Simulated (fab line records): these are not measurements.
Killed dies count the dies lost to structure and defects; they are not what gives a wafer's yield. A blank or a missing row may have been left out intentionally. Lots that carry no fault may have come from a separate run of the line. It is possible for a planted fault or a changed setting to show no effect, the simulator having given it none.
fab line records -- flow gf180mcu
record lots=10, wafers=30, last_day=34
route steps=602 shown V4@492 MIM@508
lots untouched by any fault: they come from a run of this same line in which no faults occurred
start_h: the number of hours between the record's first day and the start of the first shown wafer of the lot -- wait_h: how many hours have passed since the lot's step before this one -- " same as the row above -- L1.1+2: a row that stands for several wafers -- - either no value or no given start -- * or withheld: withheld -- < > ~ a bound
route shown NAME@n: names a module that has steps shown in the file, with the first one's number in the route -- usual: mean/standard deviation taken from wafers without a fault -- same: alike in all rows -- chamber/n: place in a boat -- sites: the reading at each site -- _std_site: how widely they spread, as a standard deviation -- _edge_site: outer sites' mean less inner sites' -- radius_mm: for every site, how far away it sits from the centre of the wafer -- mask NAME#n: copy n -- behind: the most recent tool/chamber to have shaped the wafer -- hold: the reason the lot was held/the length of the hold in hours/how it ended -- device: the transistor (n, p or np) that didn't switch -- end of line: tests of these same wafers at the route's end -- a step with no rows: only its recipe -- killed: at the first sort, the dies lost to defects and structure; wafer yield is something else -- map: per-die view of a wafer (x killed, . not killed, _ where there is no die)
set.NAME: setting as actually run; set.NAME@STEP: the setting as run at that earlier step -- model.NAME: the simulator's own value behind a step, which no gauge read
route steps across a sampled set of lots; one table per step, one row per wafer
services: when a tool's chamber went out of use (start_h, in hours from the record's first day, below 0 if earlier), for how many hours, and the reason
## steps
# step GF_V4_ETCH_16
# recipe chemistry=N2/H2, target_depth_a=withheld, overetch_a=withheld, time_s=withheld, target=BARC, ion_energy_ev=200, source_w=500, bias_w=100, pressure_mtorr=30, n2_flow_sccm=100, h2_flow_sccm=200
# usual drypump_motor_current_A=5.4/0.44, oes_product_au=0.854/0.0049, throttle_valve_pct=13.224/0.0087
lot.wafer,tool,chamber,start_h,wait_h,drypump_motor_current_A,oes_product_au,throttle_valve_pct
L728.3,rie_diel-01,2,563.04,0.0,5.3,0.861,13.210
L728.4,rie_diel-01,3,563.04,0.0,5.5,0.857,13.222
L728.5,rie_diel-01,2,563.04,0.0,5.4,0.851,13.233
L729.3,rie_diel-03,0,571.09,0.0,5.6,0.847,13.225
L729.4,rie_diel-03,3,571.09,0.0,6.2,0.854,13.243
L729.6,rie_diel-03,2,571.09,0.0,5.6,0.856,13.220
L731.3,rie_diel-01,3,593.64,0.0,5.5,0.850,13.240
L731.5,rie_diel-01,2,593.64,0.0,5.4,0.858,13.232
L731.6,rie_diel-01,3,593.64,0.0,5.5,0.851,13.248
L732.1,rie_diel-04,2,601.03,0.0,5.8,0.859,13.237
L732.2,rie_diel-04,0,601.03,0.0,5.5,0.853,13.228
L732.6,rie_diel-04,1,601.03,0.0,5.9,0.858,13.228
L734.1,rie_diel-04,0,609.64,0.0,5.5,0.853,13.236
L734.4,rie_diel-04,3,609.64,0.0,5.1,0.849,13.235
L734.5,rie_diel-04,1,609.64,0.0,5.8,0.853,13.226
L733.1,rie_diel-01,1,610.68,0.0,5.9,0.853,13.211
L733.3,rie_diel-01,3,610.68,0.0,5.5,0.862,13.231
L733.4,rie_diel-01,2,610.68,0.0,5.4,0.852,13.220
L742.2,rie_diel-01,1,663.98,0.0,5.9,0.854,13.228
L742.3,rie_diel-01,2,663.98,0.0,5.3,0.851,13.205
L742.4,rie_diel-01,3,663.98,0.0,5.5,0.860,13.230
L745.3,rie_diel-03,0,689.44,0.0,5.6,0.855,13.232
L745.4,rie_diel-03,1,689.44,0.0,4.6,0.852,13.231
L745.6,rie_diel-03,0,689.44,0.0,5.5,0.860,13.223
L746.2,rie_diel-01,1,697.79,0.0,5.9,0.863,13.229
L746.3,rie_diel-01,3,697.79,0.0,5.5,0.857,13.226
L746.6,rie_diel-01,3,697.79,0.0,5.5,0.853,13.218
L748.3,rie_diel-03,1,715.59,0.0,4.6,0.860,13.239
L748.4,rie_diel-03,2,715.59,0.0,5.6,0.851,13.232
L748.6,rie_diel-03,1,715.59,0.0,4.6,0.846,13.213
# step GF_MIM_CVD_05
# recipe material=Si3N4, target_thk_nm=42, temp_max_c=400, temp_c=385, time_s=29.086, rf_w=450
# usual heater_power_w=642/120
lot.wafer,tool,chamber,start_h,wait_h,heater_power_w
L728.3,pecvd-02,2,564.69,0.0,731
L728.4,pecvd-02,0,564.69,0.0,665
L728.5,pecvd-02,2,564.69,0.0,745
L729.3,pecvd-01,2,572.81,0.0,469
L729.4,pecvd-01,2,572.81,0.0,486
L729.6,pecvd-01,0,572.81,0.0,576
L731.3,pecvd-04,1,595.25,0.0,884
L731.5,pecvd-04,1,595.25,0.0,895
L731.6,pecvd-04,0,595.25,0.0,670
L732.1,pecvd-04,1,602.61,0.0,849
L732.2,pecvd-04,2,602.61,0.0,641
L732.6,pecvd-04,1,602.61,0.0,877
L734.1,pecvd-02,0,611.22,0.0,666
L734.4,pecvd-02,2,611.22,0.0,752
L734.5,pecvd-02,0,611.22,0.0,645
L733.1,pecvd-04,0,612.26,0.0,690
L733.3,pecvd-04,2,612.26,0.0,626
L733.4,pecvd-04,2,612.26,0.0,617
L742.2,pecvd-01,2,665.65,0.0,532
L742.3,pecvd-01,0,665.65,0.0,568
L742.4,pecvd-01,1,665.65,0.0,522
L745.3,pecvd-01,2,691.37,0.0,527
L745.4,pecvd-01,2,691.37,0.0,534
L745.6,pecvd-01,1,691.37,0.0,503
L746.2,pecvd-02,0,699.72,0.0,623
L746.3,pecvd-02,2,699.72,0.0,651
L746.6,pecvd-02,2,699.72,0.0,661
L748.3,pecvd-01,1,717.17,0.0,522
L748.4,pecvd-01,1,717.17,0.0,521
L748.6,pecvd-01,2,717.17,0.0,542
# step GF_MIM_SPUTTER_08
# recipe material=AlCu, target_thk_nm=200, power_w=10600, time_s=10.6, chamber_pressure_pa=0.4
# usual throttle_valve_pct=29.2/1
lot.wafer,tool,chamber,start_h,wait_h,throttle_valve_pct
L728.3,pvd_sputter-01,-,564.83,0.0,28.4
L728.4,pvd_sputter-01,-,564.83,0.0,30.4
L728.5,pvd_sputter-01,-,564.83,0.0,28.7
L729.3,pvd_sputter-02,-,572.95,0.0,29.5
L729.4,pvd_sputter-02,-,572.95,0.0,29.8
L729.6,pvd_sputter-02,-,572.95,0.0,28.4
L731.3,pvd_sputter-02,-,595.38,0.0,28.6
L731.5,pvd_sputter-02,-,595.38,0.0,29.5
L731.6,pvd_sputter-02,-,595.38,0.0,29.4
L732.1,pvd_sputter-01,-,602.75,0.0,30.2
L732.2,pvd_sputter-01,-,602.75,0.0,28.4
L732.6,pvd_sputter-01,-,602.75,0.0,31.5
L734.1,pvd_sputter-02,-,611.36,0.0,28.5
L734.4,pvd_sputter-02,-,611.36,0.0,28.4
L734.5,pvd_sputter-02,-,611.36,0.0,28.5
L733.1,pvd_sputter-02,-,612.39,0.0,29.5
L733.3,pvd_sputter-02,-,612.39,0.0,28.3
L733.4,pvd_sputter-02,-,612.39,0.0,29.6
L742.2,pvd_sputter-03,-,665.78,0.0,30.0
L742.3,pvd_sputter-03,-,665.78,0.0,28.1
L742.4,pvd_sputter-03,-,665.78,0.0,30.0
L745.3,pvd_sputter-02,-,691.50,0.0,29.6
L745.4,pvd_sputter-02,-,691.50,0.0,28.4
L745.6,pvd_sputter-02,-,691.50,0.0,29.8
L746.2,pvd_sputter-02,-,699.85,0.0,28.4
L746.3,pvd_sputter-02,-,699.85,0.0,29.7
L746.6,pvd_sputter-02,-,699.85,0.0,29.5
L748.3,pvd_sputter-03,-,717.30,0.0,30.1
L748.4,pvd_sputter-03,-,717.30,0.0,29.8
L748.6,pvd_sputter-03,-,717.30,0.0,29.9
# step GF_MIM_SPUTTER_09
# recipe material=TiN, target_thk_nm=35, power_w=6500, time_s=29.2, chamber_pressure_pa=0.4
# usual throttle_valve_pct=29.2/0.99
lot.wafer,tool,chamber,start_h,wait_h,throttle_valve_pct
L728.3,pvd_sputter-01,-,564.85,0.0,28.4
L728.4,pvd_sputter-01,-,564.85,0.0,30.3
L728.5,pvd_sputter-01,-,564.85,0.0,28.6
L729.3,pvd_sputter-02,-,572.97,0.0,29.4
L729.4,pvd_sputter-02,-,572.97,0.0,29.8
L729.6,pvd_sputter-02,-,572.97,0.0,28.3
L731.3,pvd_sputter-02,-,595.41,0.0,28.1
L731.5,pvd_sputter-02,-,595.41,0.0,29.5
L731.6,pvd_sputter-02,-,595.41,0.0,29.5
L732.1,pvd_sputter-01,-,602.77,0.0,30.2
L732.2,pvd_sputter-01,-,602.77,0.0,28.7
L732.6,pvd_sputter-01,-,602.77,0.0,31.4
L734.1,pvd_sputter-02,-,611.38,0.0,28.2
L734.4,pvd_sputter-02,-,611.38,0.0,28.4
L734.5,pvd_sputter-02,-,611.38,0.0,28.5
L733.1,pvd_sputter-02,-,612.41,0.0,29.5
L733.3,pvd_sputter-02,-,612.41,0.0,28.6
L733.4,pvd_sputter-02,-,612.41,0.0,29.7
L742.2,pvd_sputter-03,-,665.81,0.0,30.3
L742.3,pvd_sputter-03,-,665.81,0.0,28.2
L742.4,pvd_sputter-03,-,665.81,0.0,30.0
L745.3,pvd_sputter-02,-,691.53,0.0,29.4
L745.4,pvd_sputter-02,-,691.53,0.0,28.6
L745.6,pvd_sputter-02,-,691.53,0.0,29.5
L746.2,pvd_sputter-02,-,699.88,0.0,28.2
L746.3,pvd_sputter-02,-,699.88,0.0,29.7
L746.6,pvd_sputter-02,-,699.88,0.0,29.8
L748.3,pvd_sputter-03,-,717.32,0.0,30.2
L748.4,pvd_sputter-03,-,717.32,0.0,29.8
L748.6,pvd_sputter-03,-,717.32,0.0,29.8
# step GF_MIM_RS_MEAS_10
# recipe thk_meas_gauge=four-point-probe, reads=TiN_of_MIM_SPUTTER_09+AlCu_of_MIM_SPUTTER_08+TiN_of_MIM_SPUTTER_07
# usual MIM_ALCU_RS=0.1602/0.0018
lot.wafer,tool,chamber,start_h,wait_h,MIM_ALCU_RS[ohm/sq]
L728.3,film_metro-01,-,564.92,0.1,0.1559
L728.4,film_metro-01,-,564.92,0.1,0.1581
L728.5,film_metro-01,-,564.92,0.1,0.1559
L729.3,film_metro-04,-,573.04,0.1,0.1618
L729.4,film_metro-04,-,573.04,0.1,0.1609
L729.6,film_metro-04,-,573.04,0.1,0.1619
L731.3,film_metro-01,-,595.48,0.1,0.1609
L731.5,film_metro-01,-,595.48,0.1,0.1612
L731.6,film_metro-01,-,595.48,0.1,0.1636
L732.1,film_metro-01,-,602.81,0.0,0.1582
L732.2,film_metro-01,-,602.81,0.0,0.1568
L732.6,film_metro-01,-,602.81,0.0,0.1598
L734.1,film_metro-01,-,611.41,0.0,0.1588
L734.4,film_metro-01,-,611.41,0.0,0.1596
L734.5,film_metro-01,-,611.41,0.0,0.1584
L733.1,film_metro-03,-,612.47,0.0,0.1632
L733.3,film_metro-03,-,612.47,0.0,0.1611
L733.4,film_metro-03,-,612.47,0.0,0.1607
L742.2,film_metro-04,-,665.86,0.0,0.1603
L742.3,film_metro-04,-,665.86,0.0,0.1622
L742.4,film_metro-04,-,665.86,0.0,0.1619
L745.3,film_metro-04,-,691.60,0.1,0.1626
L745.4,film_metro-04,-,691.60,0.1,0.1624
L745.6,film_metro-04,-,691.60,0.1,0.1716
L746.2,film_metro-04,-,699.93,0.0,0.1605
L746.3,film_metro-04,-,699.93,0.0,0.1609
L746.6,film_metro-04,-,699.93,0.0,0.1693
L748.3,film_metro-01,-,717.40,0.1,0.1608
L748.4,film_metro-01,-,717.40,0.1,0.1594
L748.6,film_metro-01,-,717.40,0.1,0.1589
# step GF_MIM_THK_MEAS_11
# recipe thk_meas_gauge=xrf, reads=AlCu_of_MIM_SPUTTER_08
# usual MIM_ALCU_THK=197.7/2.3
lot.wafer,tool,chamber,start_h,wait_h,MIM_ALCU_THK[nm]
L728.3,film_metro-01,-,565.02,0.1,202.7
L728.4,film_metro-01,-,565.02,0.1,199.2
L728.5,film_metro-01,-,565.02,0.1,203.3
L729.3,film_metro-04,-,573.14,0.1,195.2
L729.4,film_metro-04,-,573.14,0.1,196.1
L729.6,film_metro-04,-,573.14,0.1,196.4
L731.3,film_metro-01,-,595.58,0.1,197.3
L731.5,film_metro-01,-,595.58,0.1,198.3
L731.6,film_metro-01,-,595.58,0.1,194.1
L732.1,film_metro-01,-,602.93,0.1,201.1
L732.2,film_metro-01,-,602.93,0.1,201.4
L732.6,film_metro-01,-,602.93,0.1,197.5
L734.1,film_metro-01,-,611.53,0.1,201.0
L734.4,film_metro-01,-,611.53,0.1,198.7
L734.5,film_metro-01,-,611.53,0.1,201.1
L733.1,film_metro-03,-,612.59,0.1,194.6
L733.3,film_metro-03,-,612.59,0.1,197.3
L733.4,film_metro-03,-,612.59,0.1,197.0
L742.2,film_metro-04,-,665.97,0.1,198.0
L742.3,film_metro-04,-,665.97,0.1,195.0
L742.4,film_metro-04,-,665.97,0.1,194.9
L745.3,film_metro-04,-,691.70,0.1,193.6
L745.4,film_metro-04,-,691.70,0.1,193.5
L745.6,film_metro-04,-,691.70,0.1,184.7
L746.2,film_metro-04,-,700.04,0.1,196.4
L746.3,film_metro-04,-,700.04,0.1,195.9
L746.6,film_metro-04,-,700.04,0.1,187.3
L748.3,film_metro-01,-,717.50,0.1,197.6
L748.4,film_metro-01,-,717.50,0.1,199.4
L748.6,film_metro-01,-,717.50,0.1,199.9
# step GF_MIM_METAL_ETCH_19
# recipe chemistry=Cl2/BCl3, mask_material=NOVOLAK, stop_on=Si3N4, target_depth_nm=324.5, pressure_mtorr=8, icp_w=800, bias_w=140, Cl2_flow_sccm=80, bcl3_flow_sccm=40, time_s=54.1
# usual drypump_motor_current_A=5.6/0.37, he_backside_leak_sccm=3.4/0.37, oes_product_au=0.943/0.0057, throttle_valve_pct=28.281/0.01
lot.wafer,tool,chamber,start_h,wait_h,drypump_motor_current_A,he_backside_leak_sccm,oes_product_au,rf_hours_counter_h,throttle_valve_pct
L728.3,rie_metal-04,0,585.51,0.1,5.9,2.9,0.944,-,28.269
L728.4,rie_metal-04,1,585.51,0.1,5.5,3.4,0.946,-,28.279
L728.5,rie_metal-04,0,585.51,0.1,5.9,2.8,0.959,-,28.286
L729.3,rie_metal-03,1,594.40,0.1,5.4,3.2,0.943,-,28.279
L729.4,rie_metal-03,0,594.40,0.1,5.9,3.7,0.939,-,28.309
L729.6,rie_metal-03,0,594.40,0.1,5.8,3.8,0.943,-,28.276
L731.3,rie_metal-02,0,616.35,0.1,6.0,3.5,0.942,-,28.290
L731.5,rie_metal-02,0,616.35,0.1,6.0,3.6,0.940,-,28.284
L731.6,rie_metal-02,1,616.35,0.1,5.0,3.3,0.940,-,28.299
L732.1,rie_metal-04,1,623.02,0.1,5.5,3.7,0.950,10,28.265
L732.2,rie_metal-04,0,623.02,0.1,5.9,3.2,0.953,10,28.273
L732.6,rie_metal-04,0,623.02,0.1,5.9,3.3,0.942,-,28.297
L734.1,rie_metal-03,1,631.35,0.1,5.4,3.0,0.941,11,28.294
L734.4,rie_metal-03,1,631.35,0.1,5.5,3.2,0.949,-,28.275
L734.5,rie_metal-03,1,631.35,0.1,5.5,3.1,0.940,-,28.271
L733.1,rie_metal-04,1,632.72,0.1,5.5,3.6,0.943,10,28.288
L733.3,rie_metal-04,0,632.72,0.1,5.9,3.3,0.941,-,28.286
L733.4,rie_metal-04,1,632.72,0.1,5.5,3.7,0.947,-,28.287
L742.2,rie_metal-02,1,684.10,0.1,4.9,3.2,0.944,0,28.270
L742.3,rie_metal-02,1,684.10,0.1,4.9,3.2,0.948,-,28.276
L742.4,rie_metal-02,0,684.10,0.1,6.0,3.5,0.947,-,28.274
L745.3,rie_metal-02,1,709.87,0.1,4.9,2.9,0.936,-,28.287
L745.4,rie_metal-02,0,709.87,0.1,6.0,3.4,0.945,-,28.286
L745.6,rie_metal-02,1,709.87,0.1,4.9,3.1,0.918,-,28.314
L746.2,rie_metal-04,0,718.52,0.1,5.9,3.1,0.939,-,28.283
L746.3,rie_metal-04,0,718.52,0.1,5.9,3.3,0.945,-,28.281
L746.6,rie_metal-04,0,718.52,0.1,5.9,3.2,0.922,-,28.311
L748.3,rie_metal-04,0,734.97,0.1,5.9,3.2,0.934,-,28.285
L748.4,rie_metal-04,1,734.97,0.1,5.5,3.5,0.942,-,28.276
L748.6,rie_metal-04,1,734.97,0.1,5.5,3.1,0.944,-,28.275
## services
tool,chamber,start_h,hours,kind
pvd_sputter-03,-,547.87,2.4,repair
rie_metal-04,1,547.89,3.1,repair
pecvd-02,0,554.22,5.0,repair
pvd_sputter-02,-,562.65,1.2,repair
pvd_sputter-02,-,567.83,1.2,repair
pecvd-02,0,572.27,25.4,repair
pvd_sputter-03,-,577.48,3.9,repair
pecvd-01,-,585.04,1.3,repair
rie_diel-01,1,593.25,6.9,repair
rie_diel-01,-,600.59,2.8,pm
pvd_sputter-03,-,605.81,12.8,repair
rie_diel-03,2,606.76,7.3,repair
rie_diel-01,-,612.36,0.8,repair
pecvd-01,-,616.09,2.8,pm
pecvd-01,0,662.05,3.5,repair
pecvd-02,-,668.64,0.6,repair
pecvd-01,2,677.43,1.9,repair
rie_metal-04,-,680.38,2.8,pm
rie_diel-01,3,684.26,4.4,repair
rie_diel-01,-,693.93,3.7,repair
rie_metal-04,1,705.27,15.5,repair
pvd_sputter-01,-,723.15,1.0,repair
pvd_sputter-01,-,723.18,2.8,repair
pecvd-01,-,730.34,0.9,repair
## key
first_sign step=GF_MIM_RS_MEAS_10, reading=MIM_ALCU_RS, direction=up, sigmas=5.7, usual=0.1602, struck=0.1704
effect step=GF_MIM_THK_MEAS_11, reading=MIM_ALCU_THK, direction=down, sigmas=5, usual=197.7, struck=186.0
effect step=GF_MIM_METAL_ETCH_19, reading=oes_product_au, direction=down, sigmas=4, usual=0.943, struck=0.920
met_at GF_MIM_SPUTTER_08
struck_lots L745,L746
struck_wafers L745.6,L746.6
not_acting_at GF_V4_ETCH_16,GF_MIM_CVD_05,GF_MIM_SPUTTER_09
onset_between 612.39 691.50
fault kind=process_parameter_drift, tool=pvd_sputter-02, chamber=-, onset_h=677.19, steps=GF_MIM_SPUTTER_08, channel=time_s, offset=*, shape=step, end_h=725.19, scope=struck_wafers_only, acts_in=*, stated=*
